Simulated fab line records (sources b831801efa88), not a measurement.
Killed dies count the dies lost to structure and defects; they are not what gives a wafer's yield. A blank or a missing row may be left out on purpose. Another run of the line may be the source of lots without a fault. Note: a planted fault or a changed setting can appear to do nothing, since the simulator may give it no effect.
fab line records ; flow gf180mcu ; part 1 of 2: steps 1 to 29 of 43
record lots=5; wafers=15; last_day=33
route steps=602 shown STI@14 DNWELL@32 NWELL@42 LVPWELL@54
lots that met no fault: from a run of the same line without faults
start_h: hours from the record's first day to the start of the lot's first wafer shown ; wait_h: how many hours have passed since the lot's step before this one ; " same as the row above ; L1.1+2: a row that stands for several wafers ; - value missing, or start not given ; * or withheld: withheld ; < > ~ a bound
route shown NAME@n: NAME is a module with steps in the file, n the number in the route of the first one ; usual: the fault-free wafers' mean and standard deviation ; same: alike in all rows ; chamber/n: place in a boat ; sites: per-site readings ; _std_site: the standard deviation of these ; _edge_site: outer sites' mean less inner sites' ; radius_mm: for every site, how far away it sits from the centre of the wafer ; mask NAME#n: copy n ; behind: tool/chamber where the wafer was last shaped ; hold: the reason the lot was held/the length of the hold in hours/how it ended ; device: the transistor (n, p or np) that didn't switch ; end of line: at the end of the route, the tests of the same wafers ; where a step has no rows: the recipe by itself ; killed: dies lost to structure and defects at the first sort, not the wafer's yield ; map: a wafer's dies, marking killed ones x, the rest . and places with no die _
set.NAME: setting as actually run; set.NAME@STEP: the setting as run at that earlier step ; model.NAME: the simulator's own value behind a step, which no gauge read
certain route steps with their lots: each step a table, each wafer a row
services: the hour from which a tool's chamber was out of use, counted from the record's first day as start_h (under 0 if before that day), plus the number of hours and why
## steps
# step GF_STI_ETCH_13
# recipe chemistry=CHF3/O2; stop_on=Si; over_etch_frac=0.3; target_depth_a=2823.1; source_w=600; bias_w=200; pressure_mtorr=40; chf3_flow_sccm=50; O2_flow_sccm=5; time_s=112.9
# usual drypump_motor_current_A=5.5/0.4; oes_product_au=0.832/0.0058; throttle_valve_pct=8.810/0.009
lot.wafer;tool;chamber;start_h;wait_h;drypump_motor_current_A;oes_product_au;rf_hours_counter_h;throttle_valve_pct
L074.2;rie_diel-01;0;27.70;0.1;5.2;0.834;152;8.807
L074.5;rie_diel-01;2;27.70;0.1;5.0;0.824;-;8.806
L074.6;rie_diel-01;3;27.70;0.1;4.8;0.835;-;8.803
L079.1;rie_diel-02;3;51.93;0.1;5.5;0.824;68;8.800
L079.3;rie_diel-02;1;51.93;0.1;5.6;0.838;9;8.813
L079.6;rie_diel-02;3;51.93;0.1;5.5;0.827;-;8.792
L085.1;rie_diel-03;0;83.79;0.1;5.7;0.830;69;8.795
L085.2;rie_diel-03;3;83.79;0.1;5.7;0.838;3;8.819
L085.5;rie_diel-03;3;83.79;0.1;5.7;0.832;-;8.810
L086.1;rie_diel-03;3;88.00;0.1;5.7;0.823;3;8.806
L086.4;rie_diel-03;3;88.00;0.1;5.7;0.826;-;8.813
L086.5;rie_diel-03;2;88.00;0.1;5.9;0.828;-;8.807
L092.2;rie_diel-02;1;118.57;0.1;5.6;0.831;12;8.816
L092.3;rie_diel-02;0;118.57;0.1;5.7;0.819;78;8.813
L092.6;rie_diel-02;1;118.57;0.1;5.6;0.829;-;8.808
# step GF_STI_ETCH_14
# recipe target=Si; chemistry=HBr/Cl2/O2; target_depth_nm=360; icp_w=600; bias_w=150; pressure_mtorr=15; HBr_flow_sccm=150; Cl2_flow_sccm=40; O2_flow_sccm=6; time_s=102.9
# usual HBr_flow_sccm=150.0/0.39; drypump_motor_current_A=5.7/0.35; oes_product_au=0.998/0.0088; throttle_valve_pct=25.658/0.0098
lot.wafer;tool;chamber;start_h;wait_h;HBr_flow_sccm;drypump_motor_current_A;oes_product_au;rf_hours_counter_h;throttle_valve_pct
L074.2;rie_si-01;2;27.78;0.0;150.4;5.4;0.993;69;25.656
L074.5;rie_si-01;1;27.78;0.0;150.0;5.6;1.004;-;25.659
L074.6;rie_si-01;0;27.78;0.0;149.9;6.0;0.985;-;25.672
L079.1;rie_si-02;1;52.01;0.0;150.1;5.2;1.013;1;25.651
L079.3;rie_si-02;0;52.01;0.0;150.1;5.5;1.004;11;25.640
L079.6;rie_si-02;0;52.01;0.0;150.6;5.4;1.000;-;25.652
L085.1;rie_si-01;1;83.87;0.0;149.7;5.6;1.002;9;25.657
L085.2;rie_si-01;2;83.87;0.0;150.0;5.4;1.003;70;25.651
L085.5;rie_si-01;3;83.87;0.0;150.1;6.0;0.999;-;25.648
L086.1;rie_si-02;3;88.07;0.0;149.7;6.3;0.997;4;25.669
L086.4;rie_si-02;0;88.07;0.0;150.1;5.4;0.996;11;25.652
L086.5;rie_si-02;1;88.07;0.0;150.7;5.2;1.010;-;25.640
L092.2;rie_si-01;2;118.64;0.0;149.4;5.4;0.990;70;25.662
L092.3;rie_si-01;0;118.64;0.0;150.4;6.0;0.989;17;25.678
L092.6;rie_si-01;2;118.64;0.0;150.3;5.5;0.988;-;25.675
# step GF_STI_STRIP_15
# recipe chemistry=O2/N2; power_w=1400; pressure_mtorr=1500; platen_temp_c=250; o2_flow_sccm=3000; n2_flow_sccm=300; overash_fraction=0.5
# usual drypump_motor_current_A=5.7/0.33; heater_power_w=342/34; oes_product_au=0.384/0.0051; strip_time_to_endpoint_s=3.73/0.045
lot.wafer;tool;chamber;start_h;wait_h;drypump_motor_current_A;heater_power_w;oes_product_au;rf_hours_counter_h;strip_time_to_endpoint_s
L074.2;plasma_asher-01;1;27.85;0.0;6.3;356;0.384;40;3.75
L074.5;plasma_asher-01;1;27.85;0.0;6.3;365;0.379;-;3.63
L074.6;plasma_asher-01;0;27.85;0.0;5.5;280;0.387;-;3.78
L079.1;plasma_asher-04;0;52.09;0.0;5.7;362;0.391;24;3.64
L079.3;plasma_asher-04;1;52.09;0.0;5.2;326;0.378;-;3.65
L079.6;plasma_asher-04;1;52.09;0.0;5.2;328;0.376;-;3.70
L085.1;plasma_asher-01;1;83.94;0.0;6.3;356;0.386;44;3.69
L085.2;plasma_asher-01;0;83.94;0.0;5.5;273;0.377;44;3.78
L085.5;plasma_asher-01;0;83.94;0.0;5.5;274;0.379;-;3.75
L086.1;plasma_asher-03;0;88.15;0.0;5.7;381;0.389;41;3.73
L086.4;plasma_asher-03;1;88.15;0.0;5.7;363;0.386;-;3.75
L086.5;plasma_asher-03;0;88.15;0.0;5.7;385;0.375;-;3.68
L092.2;plasma_asher-04;0;118.72;0.0;5.7;356;0.384;32;3.74
L092.3;plasma_asher-04;1;118.72;0.0;5.2;324;0.386;-;3.71
L092.6;plasma_asher-04;1;118.72;0.0;5.2;332;0.383;-;3.77
# step GF_STI_CLEAN_16
# recipe chemistry=dHF; time_s=25; dilution=100:1
lot.wafer;tool;chamber;start_h;wait_h
L074.2+5+6;wet_bench-01;2;27.95;0.1
L079.1+3+6;wet_bench-03;0;52.19;0.1
L085.1+2+5;wet_bench-03;3;84.04;0.1
L086.1+4+5;wet_bench-03;0;88.25;0.1
L092.2+3+6;wet_bench-02;2;118.82;0.1
# step GF_STI_WET_ETCH_17
# recipe chemistry=H3PO4; target_depth_nm=45; temp_c=160; target=Si3N4; time_s=514
lot.wafer;tool;chamber;start_h;wait_h
L074.2+5+6;wet_bench-03;2;27.96;0.0
L079.1+3+6;wet_bench-01;3;52.22;0.0
L085.1+2+5;wet_bench-02;0;84.06;0.0
L086.1+4+5;wet_bench-02;0;88.26;0.0
L092.2+3+6;wet_bench-01;3;118.83;0.0
# step GF_STI_CLEAN_18
# recipe chemistry=SC1/SC2; mix=1:4:20; temp_c=70; time_s=150
lot.wafer;tool;chamber;start_h;wait_h
L074.2+5+6;wet_bench-02;3;28.14;0.0
L079.1+3+6;wet_bench-02;1;52.37;0.0
L085.1+2+5;wet_bench-01;2;84.21;0.0
L086.1+4+5;wet_bench-03;2;88.41;0.0
L092.2+3+6;wet_bench-02;2;118.98;0.0
# step GF_STI_CLEAN_19
# recipe chemistry=dHF; time_s=20; dilution=100:1
lot.wafer;tool;chamber;start_h;wait_h
L074.2+5+6;wet_bench-01;1;28.19;0.0
L079.1+3+6;wet_bench-03;3;52.42;0.0
L085.1+2+5;wet_bench-03;0;84.26;0.0
L086.1+4+5;wet_bench-01;2;88.46;0.0
L092.2+3+6;wet_bench-01;3;119.03;0.0
# step GF_STI_WET_ETCH_20
# recipe chemistry=dHF; dilution=100:1; target_depth_nm=20; temp_c=25; dry=ipa_marangoni; target=SiO2; time_s=400
lot.wafer;tool;chamber;start_h;wait_h
L074.2+5+6;wet_bench-03;1;28.21;0.0
L079.1+3+6;wet_bench-01;1;52.45;0.0
L085.1+2+5;wet_bench-02;3;84.27;0.0
L086.1+4+5;wet_bench-02;2;88.48;0.0
L092.2+3+6;wet_bench-02;1;119.05;0.0
# step GF_STI_OXIDATION_21
# recipe temp_c=1000; ambient=O2; stabilise_s=600; purge_s=300; target_thk_a=150; ox_time_s=458
# usual spike_tc_top_C=1009.4/1.5
lot.wafer;tool;chamber;start_h;wait_h;spike_tc_top_C
L074.2;furnace-02;0;28.35;0.0;1011.5
L074.5;furnace-02;0;28.35;0.0;1010.7
L074.6;furnace-02;0;28.35;0.0;1010.5
L079.1;furnace-02;0;54.87;2.3;1009.8
L079.3;furnace-02;0;54.87;2.3;1009.1
L079.6;furnace-02;0;54.87;2.3;1008.8
L085.1;furnace-02;0;84.39;0.0;1010.8
L085.2;furnace-02;0;84.39;0.0;1010.6
L085.5;furnace-02;0;84.39;0.0;1009.9
L086.1;furnace-01;0;88.60;0.0;1006.8
L086.4;furnace-01;0;88.60;0.0;1007.6
L086.5;furnace-01;0;88.60;0.0;1007.7
L092.2;furnace-02;0;119.17;0.0;1010.0
L092.3;furnace-02;0;119.17;0.0;1010.7
L092.6;furnace-02;0;119.17;0.0;1008.8
# step GF_STI_THK_MEAS_22
# recipe reads=SiO2_of_STI_OXIDATION_21
# usual STI_OXIDATION_01_THK=14.99/0.25
lot.wafer;tool;chamber;start_h;wait_h;STI_OXIDATION_01_THK[nm]
L074.2;film_metro-01;-;29.49;0.0;14.88
L074.5;film_metro-01;-;29.49;0.0;15.10
L074.6;film_metro-01;-;29.49;0.0;14.90
L079.1;film_metro-01;-;55.99;0.0;14.78
L079.3;film_metro-01;-;55.99;0.0;14.81
L079.6;film_metro-01;-;55.99;0.0;14.82
L085.1;film_metro-02;-;85.52;0.0;14.57
L085.2;film_metro-02;-;85.52;0.0;14.44
L085.5;film_metro-02;-;85.52;0.0;14.86
L086.1;film_metro-01;-;89.73;0.0;14.92
L086.4;film_metro-01;-;89.73;0.0;15.07
L086.5;film_metro-01;-;89.73;0.0;15.09
L092.2;film_metro-03;-;120.31;0.0;14.71
L092.3;film_metro-03;-;120.31;0.0;14.66
L092.6;film_metro-03;-;120.31;0.0;14.61
# step GF_STI_CVD_23
# recipe material=SiO2; target_thk_nm=650; sigma_open_frac=0.3; time_s=108.3; temp_c=600; sih4_flow_sccm=60; pressure_mtorr=6
# usual pressure_mtorr=6.002/0.012
lot.wafer;tool;chamber;start_h;wait_h;pressure_mtorr
L074.2;hdpcvd-01;1;29.54;0.0;5.997
L074.5;hdpcvd-01;2;29.54;0.0;5.989
L074.6;hdpcvd-01;1;29.54;0.0;6.000
L079.1;hdpcvd-02;0;56.05;0.1;6.004
L079.3;hdpcvd-02;2;56.05;0.1;6.010
L079.6;hdpcvd-02;0;56.05;0.1;6.006
L085.1;hdpcvd-02;1;85.58;0.1;6.005
L085.2;hdpcvd-02;2;85.58;0.1;5.995
L085.5;hdpcvd-02;1;85.58;0.1;5.994
L086.1;hdpcvd-01;2;89.79;0.1;5.999
L086.4;hdpcvd-01;1;89.79;0.1;5.989
L086.5;hdpcvd-01;0;89.79;0.1;6.001
L092.2;hdpcvd-02;1;120.36;0.0;6.013
L092.3;hdpcvd-02;2;120.36;0.0;5.989
L092.6;hdpcvd-02;2;120.36;0.0;6.004
# step GF_STI_THK_MEAS_24
# recipe reads=SiO2_of_STI_CVD_23
# usual STI_CVD_23_THK=649/5.9
lot.wafer;tool;chamber;start_h;wait_h;STI_CVD_23_THK[nm]
L074.2;film_metro-02;-;29.62;0.0;649
L074.5;film_metro-02;-;29.62;0.0;645
L074.6;film_metro-02;-;29.62;0.0;655
L079.1;film_metro-02;-;56.13;0.0;644
L079.3;film_metro-02;-;56.13;0.0;645
L079.6;film_metro-02;-;56.13;0.0;650
L085.1;film_metro-03;-;85.65;0.0;662
L085.2;film_metro-03;-;85.65;0.0;647
L085.5;film_metro-03;-;85.65;0.0;659
L086.1;film_metro-02;-;89.86;0.0;642
L086.4;film_metro-02;-;89.86;0.0;652
L086.5;film_metro-02;-;89.86;0.0;647
L092.2;film_metro-01;-;120.44;0.0;656
L092.3;film_metro-01;-;120.44;0.0;644
L092.6;film_metro-01;-;120.44;0.0;645
# step GF_STI_CMP_25
# recipe stop_on=Si3N4; t_overpolish_s=33; down_force_psi=4; platen_rpm=60; target_thk_nm=524.6; pad_velocity_m_s=0.94248
# usual motor_current_A=11.3/0.93; overpolish_run_s=32.999/0.009; platen_rpm=60.00/0.04; time_to_endpoint_s=126/4.6
lot.wafer;tool;chamber;start_h;wait_h;motor_current_A;overpolish_run_s;platen_rpm;time_to_endpoint_s
L074.2;cmp-02;2;29.72;0.1;9.6;33.008;60.04;123
L074.6;cmp-02;1;29.72;0.1;11.3;32.996;60.01;130
L074.5;cmp-02;2;29.72;0.1;10.7;32.984;59.93;122
L079.3;cmp-01;2;56.19;0.0;10.5;33.014;59.95;124
L079.1;cmp-01;3;56.19;0.0;12.9;32.994;59.94;126
L079.6;cmp-01;2;56.19;0.0;9.7;32.987;59.93;120
L085.2;cmp-01;1;85.71;0.0;13.0;33.003;59.99;132
L085.1;cmp-01;0;85.71;0.0;12.2;33.011;59.97;129
L085.5;cmp-01;2;85.71;0.0;10.0;33.004;60.03;126
L086.4;cmp-01;2;89.92;0.0;10.2;33.002;59.99;119
L086.1;cmp-01;1;89.92;0.0;13.2;32.993;59.97;121
L086.5;cmp-01;3;89.92;0.0;12.5;33.002;59.91;129
L092.3;cmp-02;1;120.49;0.0;11.1;32.993;60.00;130
L092.2;cmp-02;0;120.49;0.0;10.5;33.005;60.04;129
L092.6;cmp-02;1;120.49;0.0;11.5;32.985;60.05;129
# step GF_STI_WET_ETCH_26
# recipe chemistry=dHF; target_depth_nm=94; target=SiO2; temp_c=25; dilution=10:1; time_s=188
lot.wafer;tool;chamber;start_h;wait_h
L074.2+5+6;wet_bench-01;2;29.97;0.2
L079.1+3+6;wet_bench-03;0;56.49;0.2
L085.1+2+5;wet_bench-03;0;86.01;0.1
L086.1+4+5;wet_bench-03;2;90.22;0.1
L092.2+3+6;wet_bench-01;0;120.79;0.1
# step GF_STI_WET_ETCH_27
# recipe chemistry=H3PO4; target_depth_nm=160; target=Si3N4; temp_c=160; time_s=1825
lot.wafer;tool;chamber;start_h;wait_h
L074.2+5+6;wet_bench-03;3;30.04;0.0
L079.1+3+6;wet_bench-01;1;56.61;0.0
L085.1+2+5;wet_bench-02;2;86.07;0.0
L086.1+4+5;wet_bench-02;2;90.28;0.0
L092.2+3+6;wet_bench-02;2;120.85;0.0
# step GF_STI_WET_ETCH_28
# recipe chemistry=dHF; target_depth_nm=20; dry=ipa_marangoni; target=SiO2; temp_c=25; dilution=10:1; time_s=40
lot.wafer;tool;chamber;start_h;wait_h
L074.2+5+6;wet_bench-01;1;30.60;0.0
L079.1+3+6;wet_bench-02;2;57.13;0.0
L085.1+2+5;wet_bench-01;2;86.59;0.0
L086.1+4+5;wet_bench-03;1;90.80;0.0
L092.2+3+6;wet_bench-01;1;121.37;0.0
# step GF_STI_OXIDATION_29
# recipe temp_c=900; ambient=O2; stabilise_s=600; purge_s=300; target_thk_a=100; ox_time_s=1418
# usual spike_tc_top_C=910.4/1.5
lot.wafer;tool;chamber;start_h;wait_h;spike_tc_top_C
L074.2;furnace-01;0;30.62;0.0;909.7
L074.5;furnace-01;0;30.62;0.0;907.8
L074.6;furnace-01;0;30.62;0.0;909.6
L079.1;furnace-01;0;60.57;3.4;910.3
L079.3;furnace-01;0;60.57;3.4;910.2
L079.6;furnace-01;0;60.57;3.4;911.2
L085.1;furnace-01;0;86.61;0.0;909.8
L085.2;furnace-01;0;86.61;0.0;910.5
L085.5;furnace-01;0;86.61;0.0;908.4
L086.1;furnace-02;0;90.82;0.0;911.4
L086.4;furnace-02;0;90.82;0.0;912.3
L086.5;furnace-02;0;90.82;0.0;911.2
L092.2;furnace-02;0;121.69;0.3;909.2
L092.3;furnace-02;0;121.69;0.3;912.6
L092.6;furnace-02;0;121.69;0.3;912.2
# step GF_STI_THK_MEAS_30
# recipe reads=SiO2_of_STI_OXIDATION_29
# usual STI_OXIDATION_02_THK=10.04/0.18
lot.wafer;tool;chamber;start_h;wait_h;STI_OXIDATION_02_THK[nm]
L074.2;film_metro-02;-;32.03;0.0;9.93
L074.5;film_metro-02;-;32.03;0.0;10.04
L074.6;film_metro-02;-;32.03;0.0;10.08
L079.1;film_metro-01;-;61.97;0.0;9.71
L079.3;film_metro-01;-;61.97;0.0;9.80
L079.6;film_metro-01;-;61.97;0.0;9.87
L085.1;film_metro-02;-;88.00;0.0;9.74
L085.2;film_metro-02;-;88.00;0.0;9.56
L085.5;film_metro-02;-;88.00;0.0;10.16
L086.1;film_metro-02;-;92.21;0.0;9.99
L086.4;film_metro-02;-;92.21;0.0;9.90
L086.5;film_metro-02;-;92.21;0.0;9.91
L092.2;film_metro-03;-;123.09;0.0;10.49
L092.3;film_metro-03;-;123.09;0.0;10.11
L092.6;film_metro-03;-;123.09;0.0;10.49
# step GF_DNWELL_DEHYDRATE_00
# recipe temp_c=200; time_s=60
lot.wafer;tool;chamber;start_h;wait_h
L074.2+5+6;litho_track-03;0;37.36;5.3
L079.1+3+6;litho_track-03;0;67.48;5.5
L085.1+2+5;litho_track-01;0;94.28;6.3
L086.1+4+5;litho_track-02;0;98.97;6.7
L092.2+3+6;litho_track-02;0;130.14;7.0
# step GF_DNWELL_HMDS_01
# recipe prime_time_s=60; prime_temp_c=120
# usual prime_temp_c=119.98/0.13
lot.wafer;tool;chamber;start_h;wait_h;prime_temp_c
L074.2;litho_track-03;0;37.51;0.1;120.02
L074.5;litho_track-03;0;37.51;0.1;120.13
L074.6;litho_track-03;0;37.51;0.1;119.94
L079.1;litho_track-03;0;67.63;0.1;119.90
L079.3;litho_track-03;0;67.63;0.1;120.15
L079.6;litho_track-03;0;67.63;0.1;120.13
L085.1;litho_track-01;0;94.43;0.1;120.00
L085.2;litho_track-01;0;94.43;0.1;120.07
L085.5;litho_track-01;0;94.43;0.1;119.92
L086.1;litho_track-02;0;99.12;0.1;119.99
L086.4;litho_track-02;0;99.12;0.1;120.16
L086.5;litho_track-02;0;99.12;0.1;120.02
L092.2;litho_track-02;0;130.29;0.1;120.08
L092.3;litho_track-02;0;130.29;0.1;120.04
L092.6;litho_track-02;0;130.29;0.1;119.92
# step GF_DNWELL_COAT_02
# recipe spin_rpm=2000; resist_thk_nm=3000
lot.wafer;tool;chamber;start_h;wait_h
L074.2+5+6;litho_track-03;0;37.66;0.1
L079.1+3+6;litho_track-03;0;67.78;0.1
L085.1+2+5;litho_track-01;0;94.58;0.1
L086.1+4+5;litho_track-02;0;99.27;0.1
L092.2+3+6;litho_track-02;0;130.44;0.1
# step GF_DNWELL_SOFTBAKE_03
# recipe temp_c=110; time_s=withheld
lot.wafer;tool;chamber;start_h;wait_h
L074.2+5+6;litho_track-03;0;37.82;0.1
L079.1+3+6;litho_track-03;0;67.93;0.1
L085.1+2+5;litho_track-01;0;94.73;0.1
L086.1+4+5;litho_track-02;0;99.42;0.1
L092.2+3+6;litho_track-02;0;130.60;0.1
# step GF_DNWELL_EXPOSE_04
# recipe mask_id=DNWELL; target_cd_nm=1700; na=0.6; source_shape=conventional; sigma_outer=0.6; dose_mj=260
# usual focus_offset_nm=-0.1/0.49
lot.wafer;tool;chamber;start_h;wait_h;mask;focus_offset_nm
L074.2;iline_stepper-02;0;-;-;DNWELL#0;-0.4
L074.5;iline_stepper-02;0;-;-;DNWELL#0;0.1
L074.6;iline_stepper-02;0;-;-;DNWELL#0;-0.6
L079.1;iline_stepper-01;0;-;-;DNWELL#0;0.5
L079.3;iline_stepper-01;0;-;-;DNWELL#0;-0.2
L079.6;iline_stepper-01;0;-;-;DNWELL#0;-0.5
L085.1;iline_stepper-01;0;-;-;DNWELL#0;0.2
L085.2;iline_stepper-01;0;-;-;DNWELL#0;0.3
L085.5;iline_stepper-01;0;-;-;DNWELL#0;0.3
L086.1;iline_stepper-01;0;-;-;DNWELL#0;0.2
L086.4;iline_stepper-01;0;-;-;DNWELL#0;-0.1
L086.5;iline_stepper-01;0;-;-;DNWELL#0;0.3
L092.2;iline_stepper-02;0;-;-;DNWELL#0;0.9
L092.3;iline_stepper-02;0;-;-;DNWELL#0;1.1
L092.6;iline_stepper-02;0;-;-;DNWELL#0;0.8
# step GF_DNWELL_PEB_05
# recipe temp_c=115; time_s=withheld
lot.wafer;tool;chamber;start_h;wait_h
L074.2+5+6;litho_track-01;0;-;-
L079.1+3+6;litho_track-01;0;-;-
L085.1+2+5;litho_track-02;0;-;-
L086.1+4+5;litho_track-02;0;-;-
L092.2+3+6;litho_track-02;0;-;-
# step GF_DNWELL_DEVELOP_06
# recipe wall_angle_deg=90; develop_time_s=60; dev_temp_c=23
lot.wafer;tool;chamber;start_h;wait_h
L074.2+5+6;litho_track-01;0;-;-
L079.1+3+6;litho_track-01;0;-;-
L085.1+2+5;litho_track-02;0;-;-
L086.1+4+5;litho_track-02;0;-;-
L092.2+3+6;litho_track-02;0;-;-
# step GF_DNWELL_IMPLANT_07
# recipe species=P; energy_kev=1500; dose_cm2=1e+13; tilt_deg=0
lot.wafer;tool;chamber;start_h;wait_h
L074.2+5+6;implanter-04;0;44.20;-
L079.1+3+6;implanter-04;0;75.33;-
L085.1+2+5;implanter-04;0;102.17;-
L086.1+4+5;implanter-01;0;107.37;-
L092.2+3+6;implanter-02;0;138.49;-
# step GF_DNWELL_STRIP_08
# recipe chemistry=O2/N2; power_w=1400; pressure_mtorr=1500; platen_temp_c=250; o2_flow_sccm=3000; n2_flow_sccm=300; overash_fraction=0.5
# usual drypump_motor_current_A=5.7/0.3; heater_power_w=325/26; oes_product_au=0.722/0.0044; strip_time_to_endpoint_s=36.98/0.13
lot.wafer;tool;chamber;start_h;wait_h;drypump_motor_current_A;heater_power_w;oes_product_au;rf_hours_counter_h;strip_time_to_endpoint_s
L074.2;plasma_asher-01;1;44.33;0.1;6.3;358;0.728;41;36.62
L074.5;plasma_asher-01;0;44.33;0.1;5.5;274;0.715;-;36.71
L074.6;plasma_asher-01;1;44.33;0.1;6.2;361;0.726;-;36.67
L079.1;plasma_asher-02;1;75.48;0.1;5.8;300;0.722;44;37.00
L079.3;plasma_asher-02;0;75.48;0.1;5.7;325;0.722;-;36.98
L079.6;plasma_asher-02;0;75.48;0.1;5.7;323;0.724;-;36.84
L085.1;plasma_asher-04;1;102.32;0.1;5.2;333;0.721;30;36.97
L085.2;plasma_asher-04;0;102.32;0.1;5.7;356;0.721;30;36.89
L085.5;plasma_asher-04;0;102.32;0.1;5.8;350;0.718;-;36.94
L086.1;plasma_asher-04;0;107.52;0.1;5.7;357;0.729;30;36.96
L086.4;plasma_asher-04;0;107.52;0.1;5.7;361;0.725;-;36.86
L086.5;plasma_asher-04;0;107.52;0.1;5.7;363;0.727;-;36.88
L092.2;plasma_asher-01;0;138.62;0.1;5.5;275;0.713;50;36.90
L092.3;plasma_asher-01;0;138.62;0.1;5.5;277;0.725;-;36.93
L092.6;plasma_asher-01;1;138.62;0.1;6.3;356;0.733;-;36.99
# step GF_DNWELL_TW_MEAS_09
# usual DNWELL_TW=1356/8.4
lot.wafer;tool;chamber;start_h;wait_h;DNWELL_TW
L074.2;film_metro-02;-;44.44;0.1;1364
L074.5;film_metro-02;-;44.44;0.1;1356
L074.6;film_metro-02;-;44.44;0.1;1356
L079.1;film_metro-02;-;75.58;0.1;1367
L079.3;film_metro-02;-;75.58;0.1;1365
L079.6;film_metro-02;-;75.58;0.1;1366
L085.1;film_metro-03;-;102.42;0.1;1353
L085.2;film_metro-03;-;102.42;0.1;1354
L085.5;film_metro-03;-;102.42;0.1;1351
L086.1;film_metro-03;-;107.62;0.1;1358
L086.4;film_metro-03;-;107.62;0.1;1350
L086.5;film_metro-03;-;107.62;0.1;1348
L092.2;film_metro-03;-;138.73;0.1;1360
L092.3;film_metro-03;-;138.73;0.1;1364
L092.6;film_metro-03;-;138.73;0.1;1364
# step GF_NWELL_DEHYDRATE_00
# recipe temp_c=200; time_s=60
lot.wafer;tool;chamber;start_h;wait_h
L074.2+5+6;litho_track-03;0;49.96;5.5
L079.1+3+6;litho_track-01;0;81.93;6.3
L085.1+2+5;litho_track-04;0;109.31;6.9
L086.1+4+5;litho_track-03;0;114.18;6.6
L092.2+3+6;litho_track-01;0;145.95;7.2
